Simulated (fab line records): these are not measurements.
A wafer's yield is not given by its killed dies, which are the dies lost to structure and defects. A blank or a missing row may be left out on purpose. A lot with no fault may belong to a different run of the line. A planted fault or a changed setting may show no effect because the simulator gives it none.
One fault through the eyes of 2 desks + flow sfq line + every desk sees just its own numbers, and what lay behind them comes last

== AT THE METROLOGY DESK ==
Lot by lot, what the gauges showed, no matter which tool ran the lot: averages of those sampled wafers that carry a number. If a lot's mean is further than 4 standard deviations from the usual mean, the lot is out of limits and carries the mark OUT (the distance appears in the brackets).
Columns: A = M1_NB_RS at SFQ_M1_RS_MEAS_909, usual 0.885 ohm/sq; B = M1_OVL at SFQ_M1_OVL_MEAS_911, usual 1 nm
| lot  | first seen here | A     | B  |
|------|-----------------|-------|----|
| L804 | day 13 17:55    | 0.872 | -3 |
| L806 | day 14 01:07    | 0.887 | 2  |
| L808 | day 15 00:09    | 0.876 | -3 |
| L823 | day 26 10:19    | 0.880 | 3  |
| L824 | day 26 21:07    | 0.890 | 4  |
| L826 | day 28 03:28    | 0.873 | 0  |
This desk found nothing out of limits on any of the 6 lots.

== AT THE TOOL OWNER'S DESK: rie metal-01 ==
The tool's own readings at SFQ_TRILAYER_M1_BARC_OPEN_METAL_ETCH_054 (etches BARC in O2, target depth 125 nm, time 41.7 s): means of the sampled wafers that have a number, for each lot that ran on this tool. If a lot's mean is further than 4 standard deviations from the usual mean, the lot is out of limits and carries the mark OUT (the distance appears in the brackets).
Columns: A = drypump motor current A at SFQ_TRILAYER_M1_BARC_OPEN_METAL_ETCH_054, usual 5.6 A; B = oes product au at SFQ_TRILAYER_M1_BARC_OPEN_METAL_ETCH_054, usual 0.685 a.u.; C = run length s at SFQ_TRILAYER_M1_BARC_OPEN_METAL_ETCH_054, usual 70.5 s
| lot  | first seen here | A   | B               | C               |
|------|-----------------|-----|-----------------|-----------------|
| L804 | day 18 20:29    | 5.8 | 0.684           | 70.4            |
| L806 | day 19 06:05    | 5.8 | 0.786 (+21) OUT | 64.3 (-8.9) OUT |
| L808 | day 20 21:49    | 5.5 | 0.793 (+23) OUT | 64.5 (-8.6) OUT |
| L826 | day 34 12:52    | 5.5 | 0.685           | 70.5            |
This desk's verdict: out of limits on L806, L808, starting with L806 at day 19 06:05 (oes product au at SFQ_TRILAYER_M1_BARC_OPEN_METAL_ETCH_054). In limits: L804, L826.

== BROUGHT TOGETHER ==
The tool owner's desk had the chance to raise an alarm at day 19 06:05 on L806, L808.
Metrology desk: nothing out of limits seen.
The metrology desk has L806, L808 on record, within its limits.
The lots listed all ran SFQ_TRILAYER_M1_BARC_OPEN_METAL_ETCH_054 on rie metal-01.

== WHAT THE SIMULATOR PUT IN ==
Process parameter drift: rie metal-01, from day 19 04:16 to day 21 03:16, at SFQ_TRILAYER_M1_BARC_OPEN_METAL_ETCH_054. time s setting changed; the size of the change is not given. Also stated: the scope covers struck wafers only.
Shown lots that were struck: L806, L808.
Delay in hours, fault start to first out-of-limits reading, by desk: the tool owner's desk at 2.
